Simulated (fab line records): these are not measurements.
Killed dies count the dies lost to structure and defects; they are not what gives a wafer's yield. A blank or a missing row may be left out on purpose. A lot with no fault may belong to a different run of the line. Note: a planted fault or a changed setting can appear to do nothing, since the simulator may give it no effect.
fab line records | flow gf180mcu
[record] lots = 5 | wafers = 15 | last_day = 34
route steps=602 shown NWELL@46 LVPWELL@54 MVSD@66
lots that met no fault: taken from a fault-free run of the same line
start_h: start of the lot's first displayed wafer, in hours after the record's first day | wait_h: hours since the lot's step before | " repeats the value in the row above | L1.1+2: a single row standing in for several wafers | - value missing, or start not given | * or withheld: withheld | < > ~ a bound
route shown NAME@n: names a module that has steps shown in the file, with the first one's number in the route | usual: mean and standard deviation over wafers with no fault | same: alike in all rows | chamber/n: place in a boat | sites: readings site by site | _std_site: their standard deviation | _edge_site: the outer-site mean with the inner-site mean subtracted | radius_mm: for every site, how far away it sits from the centre of the wafer | mask NAME#n: copy n | behind: tool/chamber where the wafer was last shaped | hold: why the lot went on hold/how many hours it stayed there/how the hold came to an end | device: the transistor (n, p or np) that didn't switch | end of line: at the end of the route, the tests of the same wafers | for a step that has no rows: nothing shown but its recipe | killed: the dies lost at the first sort to structure and to defects; this is not the yield of the wafer | map: shows each die of a wafer: x if killed, . if not, _ if none is there
set.NAME: the setting that was run; set.NAME@STEP: the one run at that earlier step | model.NAME: the simulator's own value behind a step, which no gauge read
a table for each step, a row for each wafer; lots at some steps of the route
services: from which hour (start_h, from the record's first day; less than 0 if before it) a tool's chamber was out of use, for how many hours, and why
[[steps]]
[step GF_NWELL_EXPOSE_04]
[recipe] mask_id = Nwell | target_cd_nm = 860 | na = 0.6 | source_shape = conventional | sigma_outer = 0.6 | dose_mj = 260
[step GF_NWELL_PEB_05]
[recipe] temp_c = 115 | time_s = withheld
[step GF_NWELL_DEVELOP_06]
[recipe] wall_angle_deg = 90 | develop_time_s = 60 | dev_temp_c = 23
[step GF_NWELL_OVL_MEAS_07]
[usual] NWELL_OVL = -0.4/1.3
lot.wafer | tool       | chamber | start_h | wait_h | NWELL_OVL[nm]
L641.1    | overlay-02 | -       | 59.15   | -      | -0.7
L641.3    | "          | -       | "       | "      | -0.2
L641.4    | "          | -       | "       | "      | -0.8
L647.2    | overlay-02 | -       | 86.70   | -      | -0.8
L647.3    | "          | -       | "       | "      | -1.8
L647.6    | "          | -       | "       | "      | -2.3
L653.1    | overlay-02 | -       | 120.40  | -      | 1.4
L653.4    | "          | -       | "       | "      | 1.2
L653.5    | "          | -       | "       | "      | 1.3
L661.2    | overlay-02 | -       | 163.81  | -      | -0.9
L661.3    | "          | -       | "       | "      | -1.4
L661.5    | "          | -       | "       | "      | -0.7
L664.2    | overlay-02 | -       | 180.01  | -      | -0.8
L664.4    | "          | -       | "       | "      | 0.0
L664.5    | "          | -       | "       | "      | -1.1
[step GF_NWELL_IMPLANT_08]
[recipe] species = P | energy_kev = 450 | dose_cm2 = 1.5e+13 | tilt_deg = 0
[step GF_NWELL_IMPLANT_09]
[recipe] species = P | energy_kev = 160 | dose_cm2 = 4e+12 | tilt_deg = 0
[step GF_NWELL_STRIP_10]
[recipe] chemistry = O2/N2 | power_w = 1400 | pressure_mtorr = 1500 | platen_temp_c = 250 | o2_flow_sccm = 3000 | n2_flow_sccm = 300 | overash_fraction = 0.5
[usual] drypump_motor_current_A = 5.6/0.59 | heater_power_w = 355/17 | n2_flow_sccm = 300.0/0.92 | oes_product_au = 0.723/0.0046 | strip_time_to_endpoint_s = 36.98/0.1
lot.wafer | tool            | chamber | start_h | wait_h | drypump_motor_current_A | heater_power_w | n2_flow_sccm | oes_product_au | rf_hours_counter_h | strip_time_to_endpoint_s
L641.1    | plasma_asher-03 | 1       | 59.48   | 0.1    | 6.1                     | 364            | 301.1        | 0.722          | 41                 | 36.94
L641.3    | "               | 0       | "       | "      | 5.4                     | 334            | 299.8        | 0.722          | -                  | 36.98
L641.4    | "               | 1       | "       | "      | 6.1                     | 366            | 300.6        | 0.724          | -                  | 36.99
L647.2    | plasma_asher-04 | 0       | 87.03   | 0.1    | 4.9                     | 337            | 299.7        | 0.725          | 29                 | 37.04
L647.3    | "               | 0       | "       | "      | 4.9                     | 331            | 299.6        | 0.723          | -                  | 37.08
L647.6    | "               | 1       | "       | "      | 5.1                     | 379            | 300.3        | 0.721          | -                  | 36.97
L653.1    | plasma_asher-04 | 0       | 120.73  | 0.1    | 4.9                     | 338            | 301.2        | 0.730          | 33                 | 36.88
L653.4    | "               | 0       | "       | "      | 4.9                     | 333            | 301.0        | 0.720          | -                  | 36.86
L653.5    | "               | 1       | "       | "      | 5.1                     | 376            | 299.5        | 0.726          | -                  | 36.88
L661.2    | plasma_asher-04 | 1       | 164.14  | 0.1    | 5.1                     | 376            | 300.2        | 0.722          | 38                 | 36.99
L661.3    | "               | 0       | "       | "      | 4.9                     | 340            | 299.4        | 0.729          | -                  | 36.93
L661.5    | "               | 1       | "       | "      | 5.0                     | 377            | 299.1        | 0.716          | -                  | 36.80
L664.2    | plasma_asher-03 | 1       | 180.34  | 0.1    | 6.1                     | 365            | 300.9        | 0.725          | 52                 | 37.15
L664.4    | "               | 0       | "       | "      | 5.5                     | 343            | 298.8        | 0.730          | -                  | 37.06
L664.5    | "               | 1       | "       | "      | 6.1                     | 366            | 298.9        | 0.723          | -                  | 37.18
[step GF_NWELL_TW_MEAS_11]
[usual] NWELL_TW = 1583/12
lot.wafer | tool          | chamber | start_h | wait_h | NWELL_TW
L641.1    | film_metro-03 | -       | 59.58   | 0.1    | 1587
L641.3    | "             | -       | "       | "      | 1580
L641.4    | "             | -       | "       | "      | 1578
L647.2    | film_metro-02 | -       | 87.14   | 0.1    | 1579
L647.3    | "             | -       | "       | "      | 1583
L647.6    | "             | -       | "       | "      | 1585
L653.1    | film_metro-02 | -       | 120.83  | 0.1    | 1602
L653.4    | "             | -       | "       | "      | 1598
L653.5    | "             | -       | "       | "      | 1593
L661.2    | film_metro-03 | -       | 164.25  | 0.1    | 1588
L661.3    | "             | -       | "       | "      | 1581
L661.5    | "             | -       | "       | "      | 1589
L664.2    | film_metro-02 | -       | 180.45  | 0.1    | 1585
L664.4    | "             | -       | "       | "      | 1591
L664.5    | "             | -       | "       | "      | 1604
[step GF_LVPWELL_DEHYDRATE_00]
[recipe] temp_c = 200 | time_s = 60
[step GF_LVPWELL_HMDS_01]
[recipe] prime_time_s = 60 | prime_temp_c = 120
[step GF_LVPWELL_COAT_02]
[recipe] spin_rpm = 2000 | resist_thk_nm = 3000
[step GF_LVPWELL_SOFTBAKE_03]
[recipe] temp_c = 110 | time_s = withheld
[step GF_LVPWELL_EXPOSE_04]
[recipe] mask_id = LVPWELL | target_cd_nm = 600 | na = 0.6 | source_shape = conventional | sigma_outer = 0.6 | dose_mj = 260
lot.wafer  | tool             | chamber | start_h | wait_h | mask
L641.1+3+4 | iline_stepper-01 | 0       | 66.00   | -      | LVPWELL#0
L647.2+3+6 | iline_stepper-02 | 0       | 94.29   | -      | LVPWELL#0
L653.1+4+5 | iline_stepper-02 | 0       | 128.02  | -      | MVSD#0
L661.2+3+5 | iline_stepper-01 | 0       | 172.33  | -      | LVPWELL#0
L664.2+4+5 | iline_stepper-02 | 0       | 189.00  | -      | LVPWELL#0
[step GF_LVPWELL_PEB_05]
[recipe] temp_c = 115 | time_s = withheld
[step GF_LVPWELL_DEVELOP_06]
[recipe] wall_angle_deg = 90 | develop_time_s = 60 | dev_temp_c = 23
[step GF_LVPWELL_OVL_MEAS_07]
[usual] LVPWELL_OVL = 0.2/1.1
lot.wafer | tool       | chamber | start_h | wait_h | LVPWELL_OVL[nm]
L641.1    | overlay-02 | -       | 72.45   | -      | -2.0
L641.3    | "          | -       | "       | "      | -0.7
L641.4    | "          | -       | "       | "      | -1.8
L647.2    | overlay-01 | -       | 101.20  | -      | 0.8
L647.3    | "          | -       | "       | "      | 0.9
L647.6    | "          | -       | "       | "      | -0.3
L653.1    | overlay-01 | -       | 135.24  | -      | -
L653.4    | "          | -       | "       | "      | -
L653.5    | "          | -       | "       | "      | -
L661.2    | overlay-02 | -       | 180.25  | -      | -0.6
L661.3    | "          | -       | "       | "      | 0.8
L661.5    | "          | -       | "       | "      | 1.5
L664.2    | overlay-02 | -       | 196.69  | -      | -0.8
L664.4    | "          | -       | "       | "      | -1.6
L664.5    | "          | -       | "       | "      | -2.2
[step GF_LVPWELL_IMPLANT_08]
[recipe] species = B | energy_kev = 170 | dose_cm2 = 1.5e+13 | tilt_deg = 0
[step GF_LVPWELL_IMPLANT_09]
[recipe] species = B | energy_kev = 60 | dose_cm2 = 5e+12 | tilt_deg = 0
[step GF_LVPWELL_STRIP_10]
[recipe] chemistry = O2/N2 | power_w = 1400 | pressure_mtorr = 1500 | platen_temp_c = 250 | o2_flow_sccm = 3000 | n2_flow_sccm = 300 | overash_fraction = 0.5
[usual] drypump_motor_current_A = 5.8/0.51 | heater_power_w = 347/26 | n2_flow_sccm = 299.9/0.89 | oes_product_au = 0.722/0.0046 | strip_time_to_endpoint_s = 36.94/0.12
lot.wafer | tool            | chamber | start_h | wait_h | drypump_motor_current_A | heater_power_w | n2_flow_sccm | oes_product_au | rf_hours_counter_h | strip_time_to_endpoint_s
L641.1    | plasma_asher-02 | 0       | 72.78   | 0.1    | 6.6                     | 355            | 298.8        | 0.725          | 44                 | 36.96
L641.3    | "               | 1       | "       | "      | 5.7                     | 344            | 299.3        | 0.721          | -                  | 36.88
L641.4    | "               | 0       | "       | "      | 6.6                     | 368            | 298.0        | 0.722          | -                  | 36.89
L647.2    | plasma_asher-02 | 0       | 101.53  | 0.1    | 6.6                     | 367            | 299.8        | 0.726          | 47                 | 37.10
L647.3    | "               | 1       | "       | "      | 5.7                     | 341            | 299.6        | 0.720          | -                  | 37.10
L647.6    | "               | 0       | "       | "      | 6.7                     | 356            | 298.0        | 0.726          | -                  | 37.00
L653.1    | plasma_asher-03 | 1       | 135.58  | 0.1    | 6.1                     | 371            | 299.2        | 0.720          | 48                 | 36.74
L653.4    | "               | 0       | "       | "      | 5.5                     | 345            | 299.7        | 0.717          | -                  | 36.67
L653.5    | "               | 1       | "       | "      | 6.1                     | 371            | 299.6        | 0.727          | -                  | 36.73
L661.2    | plasma_asher-02 | 0       | 180.58  | 0.1    | 6.6                     | 368            | 300.1        | 0.727          | 7                  | 36.99
L661.3    | "               | 0       | "       | "      | 6.6                     | 361            | 299.4        | 0.715          | -                  | 37.00
L661.5    | "               | 0       | "       | "      | 6.6                     | 360            | 300.5        | 0.724          | -                  | 37.10
L664.2    | plasma_asher-02 | 0       | 197.02  | 0.1    | 6.6                     | 354            | 300.7        | 0.722          | 8                  | 36.92
L664.4    | "               | 0       | "       | "      | 6.6                     | 363            | 298.1        | 0.710          | -                  | 36.94
L664.5    | "               | 1       | "       | "      | 5.7                     | 331            | 301.0        | 0.727          | -                  | 36.89
[step GF_LVPWELL_TW_MEAS_11]
[usual] LVPWELL_TW = 563/4
lot.wafer | tool          | chamber | start_h | wait_h | LVPWELL_TW
L641.1    | film_metro-02 | -       | 72.88   | 0.1    | 567
L641.3    | "             | -       | "       | "      | 563
L641.4    | "             | -       | "       | "      | 568
L647.2    | film_metro-02 | -       | 101.64  | 0.1    | 565
L647.3    | "             | -       | "       | "      | 570
L647.6    | "             | -       | "       | "      | 570
L653.1    | film_metro-01 | -       | 135.68  | 0.1    | 30
L653.4    | "             | -       | "       | "      | 30
L653.5    | "             | -       | "       | "      | 30
L661.2    | film_metro-02 | -       | 180.69  | 0.1    | 567
L661.3    | "             | -       | "       | "      | 568
L661.5    | "             | -       | "       | "      | 565
L664.2    | film_metro-02 | -       | 197.13  | 0.1    | 567
L664.4    | "             | -       | "       | "      | 567
L664.5    | "             | -       | "       | "      | 566
[step GF_MVSD_DEHYDRATE_00]
[recipe] temp_c = 200 | time_s = 60
[[services]]
tool             | chamber | start_h | hours | kind
iline_stepper-01 | -       | 36.67   | 1.7   | pm
plasma_asher-03  | -       | 51.02   | 0.8   | repair
plasma_asher-03  | -       | 62.94   | 5.7   | repair
plasma_asher-03  | -       | 68.79   | 0.4   | repair
iline_stepper-02 | -       | 79.09   | 1.7   | pm
plasma_asher-03  | -       | 81.40   | 6.4   | repair
plasma_asher-02  | -       | 108.75  | 9.0   | pm
plasma_asher-02  | 0       | 108.75  | 9.0   | vent_cycle
plasma_asher-02  | 1       | 108.75  | 9.0   | vent_cycle
iline_stepper-01 | -       | 111.03  | 1.2   | repair
plasma_asher-02  | 0       | 117.75  | -     | clean
plasma_asher-02  | 1       | 117.75  | -     | clean
plasma_asher-02  | -       | 159.38  | 2.8   | pm
plasma_asher-04  | -       | 161.70  | 2.4   | repair
[[key]]
[first_sign] step = GF_LVPWELL_EXPOSE_04 | reading = mask | direction = changed
[effect] step = GF_LVPWELL_OVL_MEAS_07 | reading = LVPWELL_OVL | direction = missing
[effect] step = GF_LVPWELL_TW_MEAS_11 | reading = LVPWELL_TW | direction = down | sigmas = 99+ | usual = 563 | struck = 30
met_at GF_LVPWELL_EXPOSE_04
struck_wafers L653.1,L653.4,L653.5
sort_left_out L653.1,L653.4,L653.5
tester_left_out L653
onset_between 94.29 128.02
[fault] kind = wrong_mask | tool = any | chamber = - | onset_h = 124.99 | steps = GF_LVPWELL_EXPOSE_04 | aux_copy = MVSD#0 | scope = struck_lots_only
// tester_left_out: of these lots the tester's yield and bins aren't shown, on N5 and GAA mostly nor the transistor test; their killed dies are dies lost to structure and defects alone, not to doping, threshold or leakage, so they don't give the yield
// sort_left_out: the simulated sort isn't trusted on such a fault, so these wafers' sort isn't shown, and their yield isn't known
